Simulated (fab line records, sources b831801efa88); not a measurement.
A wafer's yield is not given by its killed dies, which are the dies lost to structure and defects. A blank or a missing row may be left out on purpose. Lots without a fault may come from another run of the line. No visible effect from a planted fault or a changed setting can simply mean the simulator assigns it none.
Chamber matching -- flow gf180mcu -- GF_V2_CMP_26 on cmp-01 has 4 sister chambers
The step polishes, stops on SiO2, t overpolish 15 s, target thk 0 nm. 4 wafers are shown with their chamber, then 12 later ones without.

WAFERS WITH THEIR CHAMBER
wafer,chamber,motorCurrentA (A)
L086.5,2,10.2
L088.4,3,12.0
L088.5,1,11.5
L088.6,0,10.6

WAFERS WHOSE CHAMBER IS MISSING
wafer,motorCurrentA (A)
L089.1,9.8
L089.2,10.1
L089.3,12.3
L090.1,11.6
L090.2,9.5
L090.3,11.6
L093.2,12.3
L093.3,10.1
L093.6,12.2
L096.3,10.0
L096.4,11.2
L096.6,12.2

THE CHAMBER EACH PASSED THROUGH
wafer,from the rows above,in truth
L089.1,can't be placed: 2 or 0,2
L089.2,can't be placed: 2 or 0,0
L089.3,can't be placed: 3 or 1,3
L090.1,can't be placed: 1 or 3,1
L090.2,can't be placed: 2 or 0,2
L090.3,can't be placed: 1 or 3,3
L093.2,can't be placed: 3 or 1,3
L093.3,can't be placed: 2 or 0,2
L093.6,can't be placed: 3 or 1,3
L096.3,can't be placed: 2 or 0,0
L096.4,can't be placed: 1 or 0 or 3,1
L096.6,can't be placed: 3 or 1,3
Placed correctly: 0 of 12. Cannot be placed on the basis of these rows: 12; the candidates contain the true chamber in 12. Wrongly placed: 0.
How it was worked out, from the rows above alone: a wafer's distance from a chamber is the root of the sum, over the readings, of the square of ((its reading less the chamber's mean) divided by the reading's scatter). The wafer belongs to the nearest chamber; if the next one is less than 2 further off, it can't be placed. Each chamber's mean is taken over the wafers shown for it. The scatter: with one shown wafer a chamber, the root of the mean of the squares of how far each hidden wafer lies from its nearest shown one.
